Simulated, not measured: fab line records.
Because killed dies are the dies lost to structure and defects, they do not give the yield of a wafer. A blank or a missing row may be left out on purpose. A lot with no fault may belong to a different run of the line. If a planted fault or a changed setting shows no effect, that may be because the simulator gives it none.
fab line records + flow sfq_line
record:
- lots: 5
- wafers: 23
route steps=325 shown R5@221 C5@240 M6@256 I6@270 M7@286 I7@301 M8@319
start_h: start of the lot's first displayed wafer, in hours after the record's first day + wait_h: hours since the lot's step before + " unchanged from the row above + L1.1+2: a row that stands for several wafers + - value missing, or start not given + * or withheld: withheld + < > ~ a bound
route shown NAME@n: names a module that has steps shown in the file, with the first one's number in the route + usual: average and standard deviation across the fault-free wafers + same: alike in all rows + chamber/n: place in a boat + sites: each site's reading + _std_site: standard deviation across them + _edge_site: mean of outer sites minus mean of inner sites + radius_mm: for every site, how far away it sits from the centre of the wafer + mask NAME#n: copy n + behind: the last tool/chamber to shape the wafer + hold: cause of the lot's hold/its duration in hours/its outcome + device: whichever transistor did not switch (one of n, p or np) + end of line: the route-end tests of the same wafers + a step given without rows: its recipe and nothing more + killed: the dies lost at the first sort to structure and to defects; this is not the yield of the wafer + map: shows each die of a wafer: x if killed, . if not, _ if none is there
set.NAME: setting as actually run; set.NAME@STEP: the setting as run at that earlier step + model.NAME: the simulator's own value behind a step, which no gauge read
lots where settings were altered on purpose, with a table for each step and a row for each wafer
== steps ==
step: SFQ_TRILAYER_R5_LITHO_PEB_139
recipe:
- peb_temp_c: 115
- peb_time_s: 60
- resist: KrF
| lot.wafer      | tool           | chamber | start_h | wait_h | set.peb_time_s |
|----------------|----------------|---------|---------|--------|----------------|
| L076.1+2+3+4+6 | litho_track-02 | 0       | 1315.27 | 1.0    | 60             |
| L078.1+4+5     | litho_track-02 | 0       | 1334.47 | 1.0    | 56.29          |
| L078.2+6       | "              | 0       | "       | "      | 60             |
| L079.2+3+5     | litho_track-02 | 0       | 1335.70 | 0.8    | 60             |
| L080.1+3+5     | litho_track-01 | 0       | 1455.82 | 1.0    | 63.02          |
| L080.4+6       | "              | 0       | "       | "      | 60             |
| L081.1+2+4     | litho_track-02 | 0       | 1457.02 | 1.0    | 60             |
| L081.5+6       | "              | 0       | "       | "      | 56.21          |
step: SFQ_TRILAYER_R5_LITHO_DEVELOP_138
recipe:
- time_s: 60
- resist: KrF
step: SFQ_TRILAYER_R5_BARC_OPEN_METAL_ETCH_177
recipe:
- mask_material: PR
- chemistry: O2
- target_depth_nm: 125
- target: BARC
- icp_w: 600
- bias_w: 80
- pressure_mtorr: 10
- time_s: 41.7
| lot.wafer | tool         | chamber | start_h | wait_h | set.peb_time_s@TRILAYER_R5_LITHO_PEB_139 | model.R5.cd_nm |
|-----------|--------------|---------|---------|--------|------------------------------------------|----------------|
| L076.1    | rie_metal-03 | 1       | 1315.61 | 0.0    | 60                                       | 501.2          |
| L076.2    | "            | 0       | "       | "      | 60                                       | 501            |
| L076.3    | "            | 1       | "       | "      | 60                                       | 500.8          |
| L076.4    | "            | 0       | "       | "      | 60                                       | 500.7          |
| L076.6    | "            | 1       | "       | "      | 60                                       | 502.2          |
| L078.1    | rie_metal-02 | 1       | 1334.81 | 0.0    | 56.29                                    | 507.9          |
| L078.2    | "            | 0       | "       | "      | 60                                       | 497.1          |
| L078.4    | "            | 0       | "       | "      | 56.29                                    | 506            |
| L078.5    | "            | 0       | "       | "      | 56.29                                    | 506.4          |
| L078.6    | "            | 1       | "       | "      | 60                                       | 497.7          |
| L079.2+5  | rie_metal-03 | 1,0     | 1336.01 | 0.0    | 60                                       | 499.6          |
| L079.3    | "            | 1       | "       | "      | 60                                       | 499.9          |
| L080.1    | rie_metal-02 | 0       | 1456.16 | 0.0    | 63.02                                    | 491.3          |
| L080.3    | "            | 0       | "       | "      | 63.02                                    | 491.6          |
| L080.4+6  | "            | 1       | "       | "      | 60                                       | 499.8          |
| L080.5    | "            | 0       | "       | "      | 63.02                                    | 490.6          |
| L081.1    | rie_metal-03 | 0       | 1457.36 | 0.0    | 60                                       | 498.7          |
| L081.2    | "            | 1       | "       | "      | 60                                       | 501.3          |
| L081.4    | "            | 0       | "       | "      | 60                                       | 499.1          |
| L081.5    | "            | 1       | "       | "      | 56.21                                    | 509.5          |
| L081.6    | "            | 0       | "       | "      | 56.21                                    | 507.8          |
step: SFQ_TRILAYER_R5_ETCH_METAL_ETCH_139
recipe:
- stop_on: SiO2
- mask_material: PR
- chemistry: Cl2
- target_depth_nm: 60
- icp_w: 600
- bias_w: 80
- pressure_mtorr: 10
- time_s: 40.91
| lot.wafer  | tool         | chamber | start_h | wait_h | set.peb_time_s@TRILAYER_R5_LITHO_PEB_139 | model.R5.cd_nm |
|------------|--------------|---------|---------|--------|------------------------------------------|----------------|
| L076.1     | rie_metal-03 | 1       | 1315.67 | 0.0    | 60                                       | 501.3          |
| L076.2+3+4 | "            | 0,1,0   | "       | "      | 60                                       | 501.1          |
| L076.6     | "            | 1       | "       | "      | 60                                       | 502.6          |
| L078.1     | rie_metal-02 | 1       | 1334.87 | 0.0    | 56.29                                    | 508.4          |
| L078.2     | "            | 0       | "       | "      | 60                                       | 497.7          |
| L078.4     | "            | 0       | "       | "      | 56.29                                    | 506.5          |
| L078.5     | "            | 0       | "       | "      | 56.29                                    | 506.8          |
| L078.6     | "            | 1       | "       | "      | 60                                       | 498.4          |
| L079.2     | rie_metal-03 | 1       | 1336.07 | 0.0    | 60                                       | 499.8          |
| L079.3     | "            | 1       | "       | "      | 60                                       | 500.2          |
| L079.5     | "            | 0       | "       | "      | 60                                       | 499.4          |
| L080.1     | rie_metal-02 | 0       | 1456.22 | 0.0    | 63.02                                    | 491.4          |
| L080.3     | "            | 0       | "       | "      | 63.02                                    | 491.9          |
| L080.4     | "            | 1       | "       | "      | 60                                       | 500.5          |
| L080.5     | "            | 0       | "       | "      | 63.02                                    | 490.6          |
| L080.6     | "            | 1       | "       | "      | 60                                       | 500.4          |
| L081.1     | rie_metal-03 | 0       | 1457.42 | 0.0    | 60                                       | 498.7          |
| L081.2     | "            | 1       | "       | "      | 60                                       | 501.6          |
| L081.4     | "            | 0       | "       | "      | 60                                       | 499.3          |
| L081.5     | "            | 1       | "       | "      | 56.21                                    | 510.1          |
| L081.6     | "            | 0       | "       | "      | 56.21                                    | 507.9          |
step: SFQ_TRILAYER_C5_LITHO_COAT_156
recipe:
- resist: BARC
- spin_rpm: 3000
- resist_thk_nm: 62
| lot.wafer | tool           | chamber | start_h | wait_h | set.spin_rpm | model.BARC_of_TRILAYER_C5_LITHO_COAT_156.thk_nm |
|-----------|----------------|---------|---------|--------|--------------|-------------------------------------------------|
| L076.1    | litho_track-04 | 0       | 1319.78 | 0.0    | 3145         | 60.62                                           |
| L076.2    | "              | 0       | "       | "      | 3000         | 62.27                                           |
| L076.3    | "              | 0       | "       | "      | 3000         | 62.01                                           |
| L076.4    | "              | 0       | "       | "      | 3145         | 60.53                                           |
| L076.6    | "              | 0       | "       | "      | 3000         | 62.25                                           |
| L078.1    | litho_track-02 | 0       | 1465.52 | 0.0    | 3000         | 62.13                                           |
| L078.2    | "              | 0       | "       | "      | 3000         | 62.04                                           |
| L078.4    | "              | 0       | "       | "      | 3000         | 62.35                                           |
| L078.5    | "              | 0       | "       | "      | 3218         | 60.15                                           |
| L078.6    | "              | 0       | "       | "      | 3218         | 60.12                                           |
| L079.2    | litho_track-04 | 0       | 1466.79 | 0.1    | 3000         | 62.04                                           |
| L079.3    | "              | 0       | "       | "      | 3000         | 62.19                                           |
| L079.5    | "              | 0       | "       | "      | 3000         | 62.25                                           |
| L080.1    | litho_track-02 | 0       | 1579.06 | 0.0    | 3000         | 62                                              |
| L080.3    | "              | 0       | "       | "      | 3000         | 61.85                                           |
| L080.4    | "              | 0       | "       | "      | 3000         | 61.72                                           |
| L080.5    | "              | 0       | "       | "      | 3000         | 61.68                                           |
| L080.6    | "              | 0       | "       | "      | 3000         | 61.69                                           |
| L081.1    | litho_track-04 | 0       | 1580.26 | 0.0    | 3000         | 61.99                                           |
| L081.2    | "              | 0       | "       | "      | 3000         | 62.07                                           |
| L081.4    | "              | 0       | "       | "      | 3000         | 62.16                                           |
| L081.5    | "              | 0       | "       | "      | 3000         | 62.32                                           |
| L081.6    | "              | 0       | "       | "      | 3000         | 62.31                                           |
step: SFQ_TRILAYER_M6_LITHO_COAT_159
recipe:
- resist: KrF
- spin_rpm: 3000
- resist_thk_nm: 600
| lot.wafer | tool           | chamber | start_h | wait_h | set.spin_rpm | model.KrF_of_TRILAYER_M6_LITHO_COAT_159.thk_nm |
|-----------|----------------|---------|---------|--------|--------------|------------------------------------------------|
| L076.1    | litho_track-03 | 0       | 1454.02 | 0.2    | 3000         | 600.2                                          |
| L076.2    | "              | 0       | "       | "      | 3000         | 601.3                                          |
| L076.3    | "              | 0       | "       | "      | 3000         | 599.6                                          |
| L076.4    | "              | 0       | "       | "      | 3000         | 602                                            |
| L076.6    | "              | 0       | "       | "      | 3000         | 598.9                                          |
| L078.1    | litho_track-02 | 0       | 1469.27 | 0.2    | 2813         | 625.9                                          |
| L078.2    | "              | 0       | "       | "      | 3000         | 602.9                                          |
| L078.4    | "              | 0       | "       | "      | 3000         | 605.2                                          |
| L078.5    | "              | 0       | "       | "      | 3000         | 605.4                                          |
| L078.6    | "              | 0       | "       | "      | 2813         | 622.9                                          |
| L079.2    | litho_track-03 | 0       | 1470.54 | 0.2    | 3000         | 602.5                                          |
| L079.3    | "              | 0       | "       | "      | 3000         | 600.2                                          |
| L079.5    | "              | 0       | "       | "      | 3000         | 599.8                                          |
| L080.1    | litho_track-03 | 0       | 1583.59 | 0.2    | 3000         | 602.7                                          |
| L080.3+5  | "              | 0       | "       | "      | 3000         | 602.3                                          |
| L080.4    | "              | 0       | "       | "      | 3000         | 603.6                                          |
| L080.6    | "              | 0       | "       | "      | 3000         | 601.2                                          |
| L081.1    | litho_track-02 | 0       | 1587.05 | 0.2    | 3000         | 600.9                                          |
| L081.2    | "              | 0       | "       | "      | 3000         | 598.4                                          |
| L081.4    | "              | 0       | "       | "      | 3213         | 579.4                                          |
| L081.5    | "              | 0       | "       | "      | 3213         | 577                                            |
| L081.6    | "              | 0       | "       | "      | 3000         | 600                                            |
step: SFQ_TRILAYER_M6_LITHO_PEB_162
recipe:
- peb_temp_c: 115
- peb_time_s: 60
- resist: KrF
| lot.wafer      | tool           | chamber | start_h | wait_h | set.peb_temp_c |
|----------------|----------------|---------|---------|--------|----------------|
| L076.1+6       | litho_track-02 | 0       | 1572.96 | 1.0    | 115            |
| L076.2+3+4     | "              | 0       | "       | "      | 118.6          |
| L078.1+5       | litho_track-01 | 0       | 1588.99 | 1.0    | 112.8          |
| L078.2+4+6     | "              | 0       | "       | "      | 115            |
| L079.2+3+5     | litho_track-03 | 0       | 1590.91 | 0.9    | 115            |
| L080.1+6       | litho_track-02 | 0       | 1592.04 | 1.0    | 115            |
| L080.3+4+5     | "              | 0       | "       | "      | 117.3          |
| L081.1+2+4+5+6 | litho_track-01 | 0       | 1593.24 | 1.0    | 115            |
step: SFQ_TRILAYER_M6_LITHO_DEVELOP_161
recipe:
- time_s: 60
- resist: KrF
step: SFQ_TRILAYER_M6_BARC_OPEN_METAL_ETCH_206
recipe:
- mask_material: PR
- chemistry: O2
- target_depth_nm: 125
- target: BARC
- icp_w: 600
- bias_w: 80
- pressure_mtorr: 10
- time_s: 41.7
| lot.wafer | tool         | chamber | start_h | wait_h | set.peb_temp_c@TRILAYER_M6_LITHO_PEB_162 | model.M6.cd_nm |
|-----------|--------------|---------|---------|--------|------------------------------------------|----------------|
| L076.1+6  | rie_metal-03 | 0,1     | 1573.30 | 0.0    | 115                                      | 499.4          |
| L076.2    | "            | 1       | "       | "      | 118.6                                    | 444.3          |
| L076.3    | "            | 0       | "       | "      | 118.6                                    | 443            |
| L076.4    | "            | 1       | "       | "      | 118.6                                    | 444.5          |
| L078.1    | rie_metal-03 | 1       | 1589.32 | 0.0    | 112.8                                    | 543.5          |
| L078.2+6  | "            | 0,1     | "       | "      | 115                                      | 499.7          |
| L078.4    | "            | 1       | "       | "      | 115                                      | 500            |
| L078.5    | "            | 0       | "       | "      | 112.8                                    | 541.6          |
| L079.2    | rie_metal-02 | 0       | 1591.22 | 0.0    | 115                                      | 500.9          |
| L079.3    | "            | 1       | "       | "      | 115                                      | 500.5          |
| L079.5    | "            | 1       | "       | "      | 115                                      | 500.6          |
| L080.1    | rie_metal-03 | 1       | 1592.37 | 0.0    | 115                                      | 500.7          |
| L080.3    | "            | 1       | "       | "      | 117.3                                    | 461.6          |
| L080.4    | "            | 0       | "       | "      | 117.3                                    | 462.7          |
| L080.5    | "            | 0       | "       | "      | 117.3                                    | 460.9          |
| L080.6    | "            | 1       | "       | "      | 115                                      | 499.1          |
| L081.1+6  | rie_metal-02 | 1,0     | 1593.57 | 0.0    | 115                                      | 501.8          |
| L081.2    | "            | 0       | "       | "      | 115                                      | 502.6          |
| L081.4    | "            | 1       | "       | "      | 115                                      | 501.5          |
| L081.5    | "            | 1       | "       | "      | 115                                      | 502            |
step: SFQ_TRILAYER_M6_ETCH_METAL_ETCH_162
recipe:
- target: Nb
- stop_on: SiO2
- mask_material: PR
- chemistry: Cl2/Ar
- target_depth_nm: 240
- icp_w: 600
- bias_w: 80
- pressure_mtorr: 10
- time_s: 116.9
| lot.wafer | tool         | chamber | start_h | wait_h | set.spin_rpm@TRILAYER_M6_LITHO_COAT_159 | model.KrF_of_TRILAYER_M6_LITHO_COAT_159.thk_nm |
|-----------|--------------|---------|---------|--------|-----------------------------------------|------------------------------------------------|
| L076.1    | rie_metal-03 | 0       | 1573.36 | 0.0    | 3000                                    | 386                                            |
| L076.2    | "            | 1       | "       | "      | 3000                                    | 379.6                                          |
| L076.3    | "            | 0       | "       | "      | 3000                                    | 386.4                                          |
| L076.4    | "            | 1       | "       | "      | 3000                                    | 381.5                                          |
| L076.6    | "            | 1       | "       | "      | 3000                                    | 377.4                                          |
| L078.1    | rie_metal-03 | 1       | 1589.38 | 0.0    | 2813                                    | 404.5                                          |
| L078.2    | "            | 0       | "       | "      | 3000                                    | 388.4                                          |
| L078.4    | "            | 1       | "       | "      | 3000                                    | 384.6                                          |
| L078.5    | "            | 0       | "       | "      | 3000                                    | 390.7                                          |
| L078.6    | "            | 1       | "       | "      | 2813                                    | 402                                            |
| L079.2    | rie_metal-02 | 0       | 1591.28 | 0.0    | 3000                                    | 387.6                                          |
| L079.3    | "            | 1       | "       | "      | 3000                                    | 381.2                                          |
| L079.5    | "            | 1       | "       | "      | 3000                                    | 380.3                                          |
| L080.1    | rie_metal-03 | 1       | 1592.43 | 0.0    | 3000                                    | 382.1                                          |
| L080.3    | "            | 1       | "       | "      | 3000                                    | 381.7                                          |
| L080.4    | "            | 0       | "       | "      | 3000                                    | 388                                            |
| L080.5    | "            | 0       | "       | "      | 3000                                    | 387.1                                          |
| L080.6    | "            | 1       | "       | "      | 3000                                    | 380.6                                          |
| L081.1    | rie_metal-02 | 1       | 1593.63 | 0.0    | 3000                                    | 383.3                                          |
| L081.2    | "            | 0       | "       | "      | 3000                                    | 384.4                                          |
| L081.4    | "            | 1       | "       | "      | 3213                                    | 361.5                                          |
| L081.5    | "            | 1       | "       | "      | 3213                                    | 359.6                                          |
| L081.6    | "            | 0       | "       | "      | 3000                                    | 386.3                                          |
step: SFQ_TRILAYER_I6_VIA_LITHO_COAT_174
recipe:
- resist: BARC
- spin_rpm: 3000
- resist_thk_nm: 62
| lot.wafer | tool           | chamber | start_h | wait_h | set.spin_rpm | model.BARC_of_TRILAYER_I6_VIA_LITHO_COAT_174.thk_nm |
|-----------|----------------|---------|---------|--------|--------------|-----------------------------------------------------|
| L076.1    | litho_track-01 | 0       | 1606.41 | 1.0    | 2899         | 62.99                                               |
| L076.2    | "              | 0       | "       | "      | 3000         | 62.1                                                |
| L076.3    | "              | 0       | "       | "      | 2899         | 63.16                                               |
| L076.4    | "              | 0       | "       | "      | 3000         | 61.93                                               |
| L076.6    | "              | 0       | "       | "      | 2899         | 63.21                                               |
| L078.1    | litho_track-04 | 0       | 1614.57 | 1.0    | 3000         | 61.94                                               |
| L078.2    | "              | 0       | "       | "      | 3000         | 61.83                                               |
| L078.4    | "              | 0       | "       | "      | 2890         | 63.13                                               |
| L078.5    | "              | 0       | "       | "      | 2890         | 62.88                                               |
| L078.6    | "              | 0       | "       | "      | 3000         | 61.9                                                |
| L079.2    | litho_track-04 | 0       | 1615.46 | 0.8    | 3000         | 61.87                                               |
| L079.3    | "              | 0       | "       | "      | 3000         | 61.92                                               |
| L079.5    | "              | 0       | "       | "      | 3000         | 61.76                                               |
| L080.1    | litho_track-02 | 0       | 1617.57 | 1.0    | 3000         | 62.11                                               |
| L080.3    | "              | 0       | "       | "      | 3000         | 62.05                                               |
| L080.4    | "              | 0       | "       | "      | 3000         | 62.12                                               |
| L080.5    | "              | 0       | "       | "      | 3000         | 62.13                                               |
| L080.6    | "              | 0       | "       | "      | 3000         | 61.97                                               |
| L081.1    | litho_track-04 | 0       | 1618.41 | 1.0    | 2918         | 62.91                                               |
| L081.2    | "              | 0       | "       | "      | 3000         | 62.27                                               |
| L081.4    | "              | 0       | "       | "      | 3000         | 62.06                                               |
| L081.5    | "              | 0       | "       | "      | 3000         | 61.92                                               |
| L081.6    | "              | 0       | "       | "      | 2918         | 63.19                                               |
step: SFQ_TRILAYER_M7_LITHO_COAT_177
recipe:
- resist: KrF
- spin_rpm: 3000
- resist_thk_nm: 600
| lot.wafer | tool           | chamber | start_h | wait_h | set.spin_rpm | model.KrF_of_TRILAYER_M7_LITHO_COAT_177.thk_nm |
|-----------|----------------|---------|---------|--------|--------------|------------------------------------------------|
| L076.1+6  | litho_track-04 | 0       | 1726.38 | 0.2    | 3000         | 600.7                                          |
| L076.2    | "              | 0       | "       | "      | 3000         | 601.8                                          |
| L076.3    | "              | 0       | "       | "      | 3000         | 600.9                                          |
| L076.4    | "              | 0       | "       | "      | 3000         | 601.7                                          |
| L078.1    | litho_track-01 | 0       | 1732.38 | 0.2    | 3000         | 602                                            |
| L078.2    | "              | 0       | "       | "      | 3000         | 602.3                                          |
| L078.4    | "              | 0       | "       | "      | 3000         | 602.6                                          |
| L078.5    | "              | 0       | "       | "      | 3000         | 602.9                                          |
| L078.6    | "              | 0       | "       | "      | 3000         | 603.1                                          |
| L079.2    | litho_track-03 | 0       | 1733.63 | 0.2    | 3000         | 600.8                                          |
| L079.3    | "              | 0       | "       | "      | 3000         | 601.8                                          |
| L079.5    | "              | 0       | "       | "      | 3000         | 601.1                                          |
| L080.1    | litho_track-04 | 0       | 1737.18 | 0.2    | 3000         | 600.3                                          |
| L080.3    | "              | 0       | "       | "      | 3000         | 601.1                                          |
| L080.4    | "              | 0       | "       | "      | 3104         | 589.8                                          |
| L080.5    | "              | 0       | "       | "      | 3000         | 599.3                                          |
| L080.6    | "              | 0       | "       | "      | 3104         | 591.5                                          |
| L081.1    | litho_track-04 | 0       | 1738.38 | 0.2    | 3090         | 593.3                                          |
| L081.2    | "              | 0       | "       | "      | 3090         | 592.4                                          |
| L081.4    | "              | 0       | "       | "      | 3000         | 601.2                                          |
| L081.5    | "              | 0       | "       | "      | 3090         | 593                                            |
| L081.6    | "              | 0       | "       | "      | 3000         | 601.4                                          |
step: SFQ_TRILAYER_M7_LITHO_PEB_180
recipe:
- peb_temp_c: 115
- peb_time_s: 60
- resist: KrF
| lot.wafer      | tool           | chamber | start_h | wait_h | set.peb_time_s |
|----------------|----------------|---------|---------|--------|----------------|
| L076.1+2+3+4+6 | litho_track-01 | 0       | 1733.09 | 1.0    | 60             |
| L078.1+2+4+5+6 | litho_track-01 | 0       | 1739.09 | 1.0    | 60             |
| L079.2+3+5     | litho_track-01 | 0       | 1835.15 | 0.8    | 60             |
| L080.1+5       | litho_track-01 | 0       | 1841.12 | 1.0    | 65.52          |
| L080.3+4+6     | "              | 0       | "       | "      | 60             |
| L081.1+2+4+5+6 | litho_track-03 | 0       | 1843.52 | 1.0    | 60             |
step: SFQ_TRILAYER_M7_LITHO_DEVELOP_179
recipe:
- time_s: 60
- resist: KrF
step: SFQ_TRILAYER_M7_BARC_OPEN_METAL_ETCH_229
recipe:
- mask_material: PR
- chemistry: O2
- target_depth_nm: 125
- target: BARC
- icp_w: 600
- bias_w: 80
- pressure_mtorr: 10
- time_s: 41.7
| lot.wafer | tool         | chamber | start_h | wait_h | set.spin_rpm@TRILAYER_M7_LITHO_COAT_177 | model.KrF_of_TRILAYER_M7_LITHO_COAT_177.thk_nm |
|-----------|--------------|---------|---------|--------|-----------------------------------------|------------------------------------------------|
| L076.1    | rie_metal-01 | 0       | 1733.43 | 0.0    | 3000                                    | 523.5                                          |
| L076.2+4  | "            | 1       | "       | "      | 3000                                    | 523.8                                          |
| L076.3    | "            | 0       | "       | "      | 3000                                    | 524                                            |
| L076.6    | "            | 1       | "       | "      | 3000                                    | 522.8                                          |
| L078.1    | rie_metal-03 | 1       | 1739.43 | 0.0    | 3000                                    | 524.1                                          |
| L078.2+5  | "            | 0       | "       | "      | 3000                                    | 526.1                                          |
| L078.4    | "            | 1       | "       | "      | 3000                                    | 524.6                                          |
| L078.6    | "            | 1       | "       | "      | 3000                                    | 525                                            |
| L079.2    | rie_metal-03 | 1       | 1835.46 | 0.0    | 3000                                    | 523                                            |
| L079.3    | "            | 1       | "       | "      | 3000                                    | 523.3                                          |
| L079.5    | "            | 0       | "       | "      | 3000                                    | 523.2                                          |
| L080.1    | rie_metal-03 | 0       | 1841.46 | 0.0    | 3000                                    | 522.9                                          |
| L080.3    | "            | 0       | "       | "      | 3000                                    | 524.2                                          |
| L080.4    | "            | 1       | "       | "      | 3104                                    | 512.1                                          |
| L080.5    | "            | 1       | "       | "      | 3000                                    | 521.2                                          |
| L080.6    | "            | 0       | "       | "      | 3104                                    | 514.8                                          |
| L081.1    | rie_metal-04 | 0       | 1843.86 | 0.0    | 3090                                    | 516.6                                          |
| L081.2    | "            | 1       | "       | "      | 3090                                    | 516.8                                          |
| L081.4+6  | "            | 0       | "       | "      | 3000                                    | 525                                            |
| L081.5    | "            | 1       | "       | "      | 3090                                    | 517.2                                          |
step: SFQ_TRILAYER_I7_VIA_LITHO_COAT_187
recipe:
- resist: KrF
- spin_rpm: 3000
- resist_thk_nm: 650
| lot.wafer | tool           | chamber | start_h | wait_h | set.spin_rpm | model.KrF_of_TRILAYER_I7_VIA_LITHO_COAT_187.thk_nm |
|-----------|----------------|---------|---------|--------|--------------|----------------------------------------------------|
| L076.1    | litho_track-02 | 0       | 1739.09 | 0.2    | 3000         | 652.1                                              |
| L076.2    | "              | 0       | "       | "      | 3209         | 632.8                                              |
| L076.3    | "              | 0       | "       | "      | 3209         | 630.8                                              |
| L076.4    | "              | 0       | "       | "      | 3000         | 650.3                                              |
| L076.6    | "              | 0       | "       | "      | 3209         | 631                                                |
| L078.1    | litho_track-02 | 0       | 1745.67 | 0.2    | 3177         | 632                                                |
| L078.2    | "              | 0       | "       | "      | 3177         | 634.7                                              |
| L078.4    | "              | 0       | "       | "      | 3177         | 632.2                                              |
| L078.5    | "              | 0       | "       | "      | 3000         | 651.9                                              |
| L078.6    | "              | 0       | "       | "      | 3000         | 653                                                |
| L079.2    | litho_track-02 | 0       | 1841.40 | 0.2    | 3000         | 653.2                                              |
| L079.3    | "              | 0       | "       | "      | 3000         | 653.6                                              |
| L079.5    | "              | 0       | "       | "      | 3000         | 650.3                                              |
| L080.1    | litho_track-03 | 0       | 1847.35 | 0.2    | 3000         | 649.4                                              |
| L080.3    | "              | 0       | "       | "      | 2777         | 675.1                                              |
| L080.4    | "              | 0       | "       | "      | 3000         | 651.5                                              |
| L080.5    | "              | 0       | "       | "      | 2777         | 675.4                                              |
| L080.6    | "              | 0       | "       | "      | 2777         | 674.6                                              |
| L081.1    | litho_track-04 | 0       | 1849.52 | 0.2    | 3000         | 652.5                                              |
| L081.2    | "              | 0       | "       | "      | 3103         | 639.9                                              |
| L081.4    | "              | 0       | "       | "      | 3103         | 641.1                                              |
| L081.5    | "              | 0       | "       | "      | 3000         | 651.9                                              |
| L081.6    | "              | 0       | "       | "      | 3103         | 639.4                                              |
step: SFQ_TRILAYER_M8_DEP_EVAP_197
recipe:
- material: Ti
- angular_spread_deg: 1
- target_thk_nm: 20
- time_s: 100
- power_w: 2000
| lot.wafer | tool           | chamber | start_h | wait_h | set.time_s | model.Ti_of_TRILAYER_M8_DEP_EVAP_197.thk_nm |
|-----------|----------------|---------|---------|--------|------------|---------------------------------------------|
| L076.1    | pvd_sputter-01 | -       | 1850.81 | 0.0    | 100        | 19.47                                       |
| L076.2    | "              | -       | "       | "      | 100        | 19.79                                       |
| L076.3    | "              | -       | "       | "      | 100        | 19.94                                       |
| L076.4    | "              | -       | "       | "      | 87.26      | 17.23                                       |
| L076.6    | "              | -       | "       | "      | 87.26      | 17.17                                       |
| L078.1    | pvd_sputter-01 | -       | 1858.47 | 0.0    | 100        | 20.11                                       |
| L078.2    | "              | -       | "       | "      | 100        | 20.05                                       |
| L078.4    | "              | -       | "       | "      | 100        | 19.83                                       |
| L078.5    | "              | -       | "       | "      | 100        | 20.13                                       |
| L078.6    | "              | -       | "       | "      | 100        | 19.98                                       |
| L079.2    | pvd_sputter-02 | -       | 1941.15 | 0.0    | 100        | 20.21                                       |
| L079.3    | "              | -       | "       | "      | 100        | 19.76                                       |
| L079.5    | "              | -       | "       | "      | 100        | 20.4                                        |
| L080.1    | pvd_sputter-01 | -       | 1944.75 | 0.0    | 94.47      | 18.89                                       |
| L080.3    | "              | -       | "       | "      | 100        | 19.85                                       |
| L080.4    | "              | -       | "       | "      | 100        | 19.84                                       |
| L080.5    | "              | -       | "       | "      | 94.47      | 18.83                                       |
| L080.6    | "              | -       | "       | "      | 100        | 20.05                                       |
| L081.1    | pvd_sputter-02 | -       | 1945.95 | 0.0    | 100        | 19.85                                       |
| L081.2    | "              | -       | "       | "      | 108        | 22.16                                       |
| L081.4    | "              | -       | "       | "      | 100        | 20.35                                       |
| L081.5    | "              | -       | "       | "      | 108        | 21.55                                       |
| L081.6    | "              | -       | "       | "      | 100        | 19.83                                       |
== key ==
split:
- step: SFQ_TRILAYER_R5_LITHO_PEB_139
- setting: peb_time_s
- stated: 60
- by: wafer
response:
- step: SFQ_TRILAYER_R5_BARC_OPEN_METAL_ETCH_177
- reading: model.R5.cd_nm
- change: -1.53
- per: 1%
- r: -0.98
response:
- step: SFQ_TRILAYER_R5_ETCH_METAL_ETCH_139
- reading: model.R5.cd_nm
- change: -1.55
- per: 1%
- r: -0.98
split:
- step: SFQ_TRILAYER_C5_LITHO_COAT_156
- setting: spin_rpm
- stated: 3000
- by: wafer
response:
- step: SFQ_TRILAYER_C5_LITHO_COAT_156
- reading: model.BARC_of_TRILAYER_C5_LITHO_COAT_156.thk_nm
- change: -0.296
- per: 1%
- r: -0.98
split:
- step: SFQ_TRILAYER_M6_LITHO_COAT_159
- setting: spin_rpm
- stated: 3000
- by: wafer
response:
- step: SFQ_TRILAYER_M6_LITHO_COAT_159
- reading: model.KrF_of_TRILAYER_M6_LITHO_COAT_159.thk_nm
- change: -3.1
- per: 1%
- r: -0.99
response:
- step: SFQ_TRILAYER_M6_ETCH_METAL_ETCH_162
- reading: model.KrF_of_TRILAYER_M6_LITHO_COAT_159.thk_nm
- change: -2.99
- per: 1%
- r: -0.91
split:
- step: SFQ_TRILAYER_M6_LITHO_PEB_162
- setting: peb_temp_c
- stated: 115
- by: wafer
response:
- step: SFQ_TRILAYER_M6_BARC_OPEN_METAL_ETCH_206
- reading: model.M6.cd_nm
- change: -19
- per: 1%
- r: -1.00
split:
- step: SFQ_TRILAYER_I6_VIA_LITHO_COAT_174
- setting: spin_rpm
- stated: 3000
- by: wafer
response:
- step: SFQ_TRILAYER_I6_VIA_LITHO_COAT_174
- reading: model.BARC_of_TRILAYER_I6_VIA_LITHO_COAT_174.thk_nm
- change: -0.324
- per: 1%
- r: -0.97
split:
- step: SFQ_TRILAYER_M7_LITHO_COAT_177
- setting: spin_rpm
- stated: 3000
- by: wafer
response:
- step: SFQ_TRILAYER_M7_LITHO_COAT_177
- reading: model.KrF_of_TRILAYER_M7_LITHO_COAT_177.thk_nm
- change: -2.79
- per: 1%
- r: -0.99
response:
- step: SFQ_TRILAYER_M7_BARC_OPEN_METAL_ETCH_229
- reading: model.KrF_of_TRILAYER_M7_LITHO_COAT_177.thk_nm
- change: -2.7
- per: 1%
- r: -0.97
split:
- step: SFQ_TRILAYER_M7_LITHO_PEB_180
- setting: peb_time_s
- stated: 60
- by: wafer
response none clear
split:
- step: SFQ_TRILAYER_I7_VIA_LITHO_COAT_187
- setting: spin_rpm
- stated: 3000
- by: wafer
response:
- step: SFQ_TRILAYER_I7_VIA_LITHO_COAT_187
- reading: model.KrF_of_TRILAYER_I7_VIA_LITHO_COAT_187.thk_nm
- change: -3.17
- per: 1%
- r: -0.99
split:
- step: SFQ_TRILAYER_M8_DEP_EVAP_197
- setting: time_s
- stated: 100
- by: wafer
response:
- step: SFQ_TRILAYER_M8_DEP_EVAP_197
- reading: model.Ti_of_TRILAYER_M8_DEP_EVAP_197.thk_nm
- change: +0.206
- per: 1%
- r: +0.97
